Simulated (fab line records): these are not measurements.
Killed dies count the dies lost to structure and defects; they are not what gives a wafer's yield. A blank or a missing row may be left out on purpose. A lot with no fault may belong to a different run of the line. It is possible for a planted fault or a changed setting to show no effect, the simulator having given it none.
What tool caused it? || flow sky130 || 36 wafers from 12 lots sampled at 4 of the route's 708 steps

WHAT THE GAUGES READ, wafer by wafer
SKY_METAL5_RS_MEAS_05: uses a four-point probe to measure.
{"lot": "L489", "measured": "day 42 18:21", "on": "film-metro-04", "METAL5_ALCU_RS (ohm/sq)": "0.02708 0.02713 0.02674"}
{"lot": "L490", "measured": "day 42 21:54", "on": "film-metro-04", "METAL5_ALCU_RS (ohm/sq)": "0.02727 0.02722 0.02711"}
{"lot": "L491", "measured": "day 43 05:34", "on": "film-metro-02", "METAL5_ALCU_RS (ohm/sq)": "0.02702 0.02708 0.02724"}
{"lot": "L492", "measured": "day 43 12:56", "on": "film-metro-04", "METAL5_ALCU_RS (ohm/sq)": "0.02722 0.02724 0.02721"}
{"lot": "L493", "measured": "day 43 19:46", "on": "film-metro-04", "METAL5_ALCU_RS (ohm/sq)": "0.02725 0.02727 0.02738"}
{"lot": "L497", "measured": "day 45 07:18", "on": "film-metro-04", "METAL5_ALCU_RS (ohm/sq)": "0.0273 0.02743 0.02738"}
{"lot": "L498", "measured": "day 45 12:32", "on": "film-metro-04", "METAL5_ALCU_RS (ohm/sq)": "0.0275 0.02701 0.02726"}
{"lot": "L501", "measured": "day 46 06:10", "on": "film-metro-04", "METAL5_ALCU_RS (ohm/sq)": "0.02729 0.02743 0.02723"}
{"lot": "L505", "measured": "day 47 03:40", "on": "film-metro-04", "METAL5_ALCU_RS (ohm/sq)": "0.02683 0.02678 0.02628"}
{"lot": "L506", "measured": "day 47 09:08", "on": "film-metro-02", "METAL5_ALCU_RS (ohm/sq)": "0.02726 0.02692 0.02743"}
{"lot": "L509", "measured": "day 48 04:04", "on": "film-metro-01", "METAL5_ALCU_RS (ohm/sq)": "0.0269 0.02691 0.02685"}
{"lot": "L510", "measured": "day 48 05:05", "on": "film-metro-01", "METAL5_ALCU_RS (ohm/sq)": "0.02724 0.02705 0.02747"}

EACH LOT AND THE TOOL THAT RAN IT (in order: tool; ch and the chambers of the sampled wafers; start)
{"lot": "L489", "SKY_METAL4_SPUTTER_04": "pvd-sputter-02, day 39 15:32", "SKY_METAL5_SPUTTER_03": "pvd-sputter-04, day 42 18:17", "SKY_METAL5_SPUTTER_04": "pvd-sputter-04, day 42 18:18"}
{"lot": "L490", "SKY_METAL4_SPUTTER_04": "pvd-sputter-03, day 39 18:58", "SKY_METAL5_SPUTTER_03": "pvd-sputter-03, day 42 21:49", "SKY_METAL5_SPUTTER_04": "pvd-sputter-03, day 42 21:50"}
{"lot": "L491", "SKY_METAL4_SPUTTER_04": "pvd-sputter-04, day 40 03:27", "SKY_METAL5_SPUTTER_03": "pvd-sputter-01, day 43 05:30", "SKY_METAL5_SPUTTER_04": "pvd-sputter-01, day 43 05:31"}
{"lot": "L492", "SKY_METAL4_SPUTTER_04": "pvd-sputter-03, day 40 10:11", "SKY_METAL5_SPUTTER_03": "pvd-sputter-03, day 43 12:52", "SKY_METAL5_SPUTTER_04": "pvd-sputter-03, day 43 12:52"}
{"lot": "L493", "SKY_METAL4_SPUTTER_04": "pvd-sputter-02, day 40 18:59", "SKY_METAL5_SPUTTER_03": "pvd-sputter-03, day 43 19:40", "SKY_METAL5_SPUTTER_04": "pvd-sputter-03, day 43 19:40"}
{"lot": "L497", "SKY_METAL4_SPUTTER_04": "pvd-sputter-02, day 42 08:08", "SKY_METAL5_SPUTTER_03": "pvd-sputter-04, day 45 07:13", "SKY_METAL5_SPUTTER_04": "pvd-sputter-04, day 45 07:14"}
{"lot": "L498", "SKY_METAL4_SPUTTER_04": "pvd-sputter-04, day 42 13:04", "SKY_METAL5_SPUTTER_03": "pvd-sputter-04, day 45 12:27", "SKY_METAL5_SPUTTER_04": "pvd-sputter-04, day 45 12:28"}
{"lot": "L501", "SKY_METAL4_SPUTTER_04": "pvd-sputter-03, day 43 07:55", "SKY_METAL5_SPUTTER_03": "pvd-sputter-01, day 46 06:06", "SKY_METAL5_SPUTTER_04": "pvd-sputter-01, day 46 06:07"}
{"lot": "L505", "SKY_METAL4_SPUTTER_04": "pvd-sputter-03, day 44 07:40", "SKY_METAL5_SPUTTER_03": "pvd-sputter-03, day 47 03:34", "SKY_METAL5_SPUTTER_04": "pvd-sputter-03, day 47 03:35"}
{"lot": "L506", "SKY_METAL4_SPUTTER_04": "pvd-sputter-04, day 44 15:04", "SKY_METAL5_SPUTTER_03": "pvd-sputter-01, day 47 09:02", "SKY_METAL5_SPUTTER_04": "pvd-sputter-01, day 47 09:04"}
{"lot": "L509", "SKY_METAL4_SPUTTER_04": "pvd-sputter-04, day 45 11:26", "SKY_METAL5_SPUTTER_03": "pvd-sputter-03, day 48 03:59", "SKY_METAL5_SPUTTER_04": "pvd-sputter-03, day 48 04:00"}
{"lot": "L510", "SKY_METAL4_SPUTTER_04": "pvd-sputter-04, day 45 13:51", "SKY_METAL5_SPUTTER_03": "pvd-sputter-01, day 48 04:58", "SKY_METAL5_SPUTTER_04": "pvd-sputter-01, day 48 04:59"}
- SKY_METAL4_SPUTTER_04: material TiN, target thk 70 nm, time 58.3 s.
- SKY_METAL5_SPUTTER_03: material Ti, target thk 5 nm, time 3.3 s.
- SKY_METAL5_SPUTTER_04: material TiN, target thk 70 nm, time 58.3 s.

AS READ BY THE TOOLS THEMSELVES (means over the sampled wafers that have a number; for cases with no such wafer, the mark the record gives instead)
SKY_METAL4_SPUTTER_04.
{"lot": "L489", "tool": "pvd-sputter-02", "throttle-valve-pct (%)": 29.5}
{"lot": "L490", "tool": "pvd-sputter-03", "throttle-valve-pct (%)": 30.7}
{"lot": "L491", "tool": "pvd-sputter-04", "throttle-valve-pct (%)": 30.1}
{"lot": "L492", "tool": "pvd-sputter-03", "throttle-valve-pct (%)": 30.6}
{"lot": "L493", "tool": "pvd-sputter-02", "throttle-valve-pct (%)": 32.6}
{"lot": "L497", "tool": "pvd-sputter-02", "throttle-valve-pct (%)": 31.3}
{"lot": "L498", "tool": "pvd-sputter-04", "throttle-valve-pct (%)": 30.8}
{"lot": "L501", "tool": "pvd-sputter-03", "throttle-valve-pct (%)": 30.5}
{"lot": "L505", "tool": "pvd-sputter-03", "throttle-valve-pct (%)": 30.3}
{"lot": "L506", "tool": "pvd-sputter-04", "throttle-valve-pct (%)": 30.1}
{"lot": "L509", "tool": "pvd-sputter-04", "throttle-valve-pct (%)": 30.2}
{"lot": "L510", "tool": "pvd-sputter-04", "throttle-valve-pct (%)": 28.9}

SKY_METAL5_SPUTTER_03.
{"lot": "L489", "tool": "pvd-sputter-04", "throttle-valve-pct (%)": 30.0}
{"lot": "L490", "tool": "pvd-sputter-03", "throttle-valve-pct (%)": 30.4}
{"lot": "L491", "tool": "pvd-sputter-01", "throttle-valve-pct (%)": 30.3}
{"lot": "L492", "tool": "pvd-sputter-03", "throttle-valve-pct (%)": 30.5}
{"lot": "L493", "tool": "pvd-sputter-03", "throttle-valve-pct (%)": 30.2}
{"lot": "L497", "tool": "pvd-sputter-04", "throttle-valve-pct (%)": 30.6}
{"lot": "L498", "tool": "pvd-sputter-04", "throttle-valve-pct (%)": 30.1}
{"lot": "L501", "tool": "pvd-sputter-01", "throttle-valve-pct (%)": 30.0}
{"lot": "L505", "tool": "pvd-sputter-03", "throttle-valve-pct (%)": 30.2}
{"lot": "L506", "tool": "pvd-sputter-01", "throttle-valve-pct (%)": 30.2}
{"lot": "L509", "tool": "pvd-sputter-03", "throttle-valve-pct (%)": 30.3}
{"lot": "L510", "tool": "pvd-sputter-01", "throttle-valve-pct (%)": 30.1}

SKY_METAL5_SPUTTER_04.
{"lot": "L489", "tool": "pvd-sputter-04", "throttle-valve-pct (%)": 30.1}
{"lot": "L490", "tool": "pvd-sputter-03", "throttle-valve-pct (%)": 30.3}
{"lot": "L491", "tool": "pvd-sputter-01", "throttle-valve-pct (%)": 30.2}
{"lot": "L492", "tool": "pvd-sputter-03", "throttle-valve-pct (%)": 30.4}
{"lot": "L493", "tool": "pvd-sputter-03", "throttle-valve-pct (%)": 30.3}
{"lot": "L497", "tool": "pvd-sputter-04", "throttle-valve-pct (%)": 30.5}
{"lot": "L498", "tool": "pvd-sputter-04", "throttle-valve-pct (%)": 30.0}
{"lot": "L501", "tool": "pvd-sputter-01", "throttle-valve-pct (%)": 29.9}
{"lot": "L505", "tool": "pvd-sputter-03", "throttle-valve-pct (%)": 30.0}
{"lot": "L506", "tool": "pvd-sputter-01", "throttle-valve-pct (%)": 30.1}
{"lot": "L509", "tool": "pvd-sputter-03", "throttle-valve-pct (%)": 30.3}
{"lot": "L510", "tool": "pvd-sputter-01", "throttle-valve-pct (%)": 30.1}

THE ANSWER, worked out from the rows above alone
Rule: the lots themselves supply what counts as usual. Put in order of their means at a reading, lots are off if they are a third of the lots or fewer, leave a main group of 4 or more, and stand apart from it by a gap of 3 or more times the standard deviation of the main group's means; of several such gaps the widest counts. The tables above print the reading to a certain number of digits; a main group whose means all agree to those digits is not used. Also off: a lot with no number at a reading for which 4 or more lots have one. Where the step has rows for the other lots, those lots are counted as sound. First the gauges in route order, then the tools' own readings, where a lot's mean is used as printed above. At the first step where some lot is off, the reading lying furthest off is the one used; lots without a number count as furthest.
None of the lots is off at any reading shown; this tells nothing.

WHAT THE SIMULATOR PUT IN
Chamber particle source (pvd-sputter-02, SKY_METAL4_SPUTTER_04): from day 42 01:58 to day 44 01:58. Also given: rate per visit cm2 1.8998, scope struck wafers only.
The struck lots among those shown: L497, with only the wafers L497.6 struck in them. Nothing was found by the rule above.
